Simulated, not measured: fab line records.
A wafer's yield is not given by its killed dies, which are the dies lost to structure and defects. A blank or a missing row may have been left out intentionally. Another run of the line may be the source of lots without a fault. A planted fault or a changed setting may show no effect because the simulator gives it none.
Chamber matching :: flow sky130 :: 3 sister chambers for SKY_CONTACT_CVD_00 on pecvd-01
The step deposits Si3N4, target thk 75 nm. 14 wafers are shown with their chamber, then 7 later ones without.

## WAFERS PAIRED WITH THEIR CHAMBERS
wafer: L076.1
chamber: 2
heaterPowerW (W): 703

wafer: L076.2
chamber: 1
heaterPowerW (W): 694

wafer: L076.6
chamber: 1
heaterPowerW (W): 712

wafer: L087.2
chamber: 2
heaterPowerW (W): 638

wafer: L087.4
chamber: 1
heaterPowerW (W): 687

wafer: L087.5
chamber: 2
heaterPowerW (W): 660

wafer: L089.2
chamber: 2
heaterPowerW (W): 664

wafer: L089.5
chamber: 1
heaterPowerW (W): 709

wafer: L089.6
chamber: 2
heaterPowerW (W): 691

wafer: L092.3
chamber: 2
heaterPowerW (W): 670

wafer: L092.4
chamber: 2
heaterPowerW (W): 636

wafer: L092.5
chamber: 1
heaterPowerW (W): 675

wafer: L090.1
chamber: 0
heaterPowerW (W): 687

wafer: L090.5
chamber: 0
heaterPowerW (W): 691

SIGNATURES, as means of the wafers listed above
reading: heaterPowerW
chamber 0: 689.00
chamber 1: 695.40
chamber 2: 666.00
scatter within a chamber: 20.7
Rule: a wafer lies at a distance from a chamber equal to the root of the sum of squares, over the readings, of (its reading less the chamber's mean, divided by the reading's scatter). The wafer belongs to the nearest chamber; if the next one is less than 2 further off, it can't be placed. The scatter: the root of (the sum of the squares of (reading less its chamber's mean) over the shown wafers, divided by (wafers less chambers)).

## WAFERS WITH NO CHAMBER GIVEN
wafer: L090.6
heaterPowerW (W): 640

wafer: L093.2
heaterPowerW (W): 719

wafer: L093.3
heaterPowerW (W): 640

wafer: L093.4
heaterPowerW (W): 648

wafer: L096.1
heaterPowerW (W): 685

wafer: L096.3
heaterPowerW (W): 720

wafer: L096.5
heaterPowerW (W): 652

## EACH ONE'S CHAMBER
wafer: L090.6
from the rows above: can't be placed: 2 or 0 or 1
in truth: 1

wafer: L093.2
from the rows above: can't be placed: 1 or 0 or 2
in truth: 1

wafer: L093.3
from the rows above: can't be placed: 2 or 0 or 1
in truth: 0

wafer: L093.4
from the rows above: can't be placed: 2 or 0 or 1
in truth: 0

wafer: L096.1
from the rows above: can't be placed: 0 or 1 or 2
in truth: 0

wafer: L096.3
from the rows above: can't be placed: 1 or 0 or 2
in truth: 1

wafer: L096.5
from the rows above: can't be placed: 2 or 0 or 1
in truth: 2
Correct placement for 0 of the 7. Can't be placed from these rows: 7 (the true chamber is among the candidates in 7). Number placed wrongly: 0.
